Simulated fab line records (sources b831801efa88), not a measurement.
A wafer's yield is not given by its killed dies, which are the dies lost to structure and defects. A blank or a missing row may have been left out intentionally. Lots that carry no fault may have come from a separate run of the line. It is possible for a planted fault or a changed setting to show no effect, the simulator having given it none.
Which tool is to blame?	flow gf180mcu	12 lots, 36 wafers sampled, at 4 steps of a route of 602

WHAT THE GAUGES READ, wafer by wafer
GF_NWELL_TW_MEAS_11.
lot	measured	on	NWELL_TW
L345	day 3 18:31	film metro-01	1581 1584 1585
L347	day 4 06:31	film metro-03	1598 1594 1603
L348	day 4 11:24	film metro-01	1601 1587 1593
L349	day 4 15:35	film metro-01	1585 1588 1589
L350	day 4 22:16	film metro-02	1596 1591 1596
L351	day 5 05:19	film metro-01	1587 1586 1584
L352	day 5 08:31	film metro-03	1585 1584 1592
L354	day 5 19:24	film metro-02	1583 1584 1586
L359	day 6 23:08	film metro-02	1580 1597 1588
L363	day 7 20:41	film metro-02	1588 1588 1593
L364	day 8 02:53	film metro-01	1592 1580 1581
L365	day 8 08:43	film metro-01	1573 1582 1578

GF_VT_IMPLANT_TW_MEAS_32.
lot	measured	on	VT_IMPLANT_3_TW
L345	day 7 10:01	film metro-04	263 262 264
L347	day 8 01:01	film metro-03	272 272 273
L348	day 8 06:40	film metro-04	263 261 262
L349	day 8 12:22	film metro-03	274 273 272
L350	day 8 20:19	film metro-04	262 264 263
L351	day 9 02:19	film metro-03	274 272 271
L352	day 9 08:13	film metro-03	273 273 273
L354	day 9 21:25	film metro-04	263 263 263
L359	day 11 05:55	film metro-03	271 271 271
L363	day 12 07:53	film metro-04	268 266 266
L364	day 12 15:55	film metro-03	271 271 272
L365	day 12 21:56	film metro-02	274 272 274

GF_POLY_GATE_THK_MEAS_01.
lot	measured	on	POLY_GATE_CVD_00_THK (nm)
L345	day 9 01:03	film metro-01	200.7 202.0 202.6
L347	day 9 20:55	film metro-01	200.9 199.8 199.9
L348	day 9 23:58	film metro-03	204.3 204.9 203.2
L349	day 10 05:31	film metro-03	200.5 200.9 202.9
L350	day 10 16:17	film metro-03	200.4 200.9 201.0
L351	day 10 21:11	film metro-03	203.6 203.8 203.1
L352	day 11 02:29	film metro-03	199.8 199.3 198.4
L354	day 11 14:49	film metro-04	202.3 201.2 201.9
L359	day 13 02:36	film metro-04	247.2 248.1 247.5
L363	day 14 05:29	film metro-03	198.8 200.1 200.2
L364	day 14 15:32	film metro-01	201.0 201.3 200.0
L365	day 14 20:29	film metro-01	196.2 198.4 197.6

WHAT TOOL EACH LOT RAN ON (gives the tool, then ch and the chambers of the sampled wafers, and finally the start)
lot	GF_POLY_GATE_CVD_00
L345	lpcvd-01 ch 0, day 8 23:43
L347	lpcvd-01 ch 1, day 9 19:35
L348	lpcvd-02 ch 1, day 9 22:38
L349	lpcvd-01 ch 0, day 10 04:10
L350	lpcvd-01 ch 0, day 10 14:56
L351	lpcvd-02 ch 1, day 10 19:50
L352	lpcvd-01 ch 0, day 11 01:09
L354	lpcvd-02 ch 1, day 11 13:29
L359	lpcvd-01 ch 1, day 13 01:14
L363	lpcvd-02 ch 0, day 14 04:08
L364	lpcvd-02 ch 1, day 14 14:13
L365	lpcvd-02 ch 0, day 14 19:09
- GF_POLY_GATE_CVD_00: deposits poly-Si, target thk 200 nm, time 1200 s.

AS READ BY THE TOOLS THEMSELVES (means over the sampled wafers that have a number; for cases with no such wafer, the mark the record gives instead)
GF_POLY_GATE_CVD_00.
lot	tool	spike tc centre C (C)	spike tc lower C (C)	spike tc top C (C)	spike tc upper C (C)	susceptor temp C (C)	zone power centre pct (%)
L345	lpcvd-01	619.8	619.0	640.1	619.9	619.9	8.0
L347	lpcvd-01	622.8	621.4	636.6	619.2	619.7	9.2
L348	lpcvd-02	620.8	621.0	638.1	620.0	620.1	9.3
L349	lpcvd-01	618.4	619.2	638.7	620.4	620.1	8.1
L350	lpcvd-01	620.4	618.9	639.2	619.0	619.8	8.0
L351	lpcvd-02	620.0	622.3	637.2	621.0	620.2	9.3
L352	lpcvd-01	619.2	620.0	639.0	620.0	620.0	8.0
L354	lpcvd-02	621.9	622.2	638.4	620.7	619.8	9.2
L359	lpcvd-01	631.1	630.2	644.0	628.0	628.8	9.5
L363	lpcvd-02	621.6	621.6	638.2	619.0	619.9	8.1
L364	lpcvd-02	621.1	622.3	637.6	620.6	619.7	9.2
L365	lpcvd-02	621.6	621.6	638.0	619.4	619.8	8.0

THE ANSWER, worked out from the rows above alone
Rule: the lots themselves supply what counts as usual. The widest of any qualifying gaps counts: lots, ordered by their means at a reading, are off when they make up no more than a third of the lots, leave a main group of 4 or more, and stand apart from it by 3 or more times the standard deviation of that group's means. Not used: any main group whose means are identical at the precision the tables above print for the reading. A lot without any number at a reading at which 4 lots or more have one is off too. Where the step has rows for the other lots, those lots are counted as sound. After the gauges, taken in route order, come the tools' own readings; for these a lot's mean is taken, as printed above. At the first step where some lot is off, the reading lying furthest off is the one used; lots without a number count as furthest.
Off: L359, seen at GF_POLY_GATE_THK_MEAS_01 (POLY_GATE_CVD_00_THK). The main group: mean 201.0 nm, standard deviation 1.8.
If a tool, at a process step before that reading, ran all the lots that are off and no sound lot after the first of them, it fits. The gauges at GF_POLY_GATE_THK_MEAS_01 aren't tried: what is off there is off at GF_POLY_GATE_CVD_00 too, on other tools, and a gauge's error can't cause that. One fits: lpcvd-01 at GF_POLY_GATE_CVD_00. A fault onset in the window from L352 (day 11 01:09, its last sound lot) to L359 (day 13 01:14, its first lot off) fits.
The tool's own readings at GF_POLY_GATE_CVD_00 bear it out: on the lots that are off they differ by more than 5 times the standard deviation of the sound lots' means. spike tc centre C reads 631.1 C there against 620.7 C on the sound lots; spike tc lower C reads 630.2 C there against 620.9 C on the sound lots; spike tc top C reads 644.0 C there against 638.3 C on the sound lots; spike tc upper C reads 628.0 C there against 619.9 C on the sound lots; susceptor temp C reads 628.8 C there against 619.9 C on the sound lots.

WHAT THE SIMULATOR HAD PUT IN
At GF_POLY_GATE_CVD_00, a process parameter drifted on lpcvd-01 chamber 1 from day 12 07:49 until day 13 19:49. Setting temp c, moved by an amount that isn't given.
Lots struck among those shown: L359. The rule above reached the same finding.
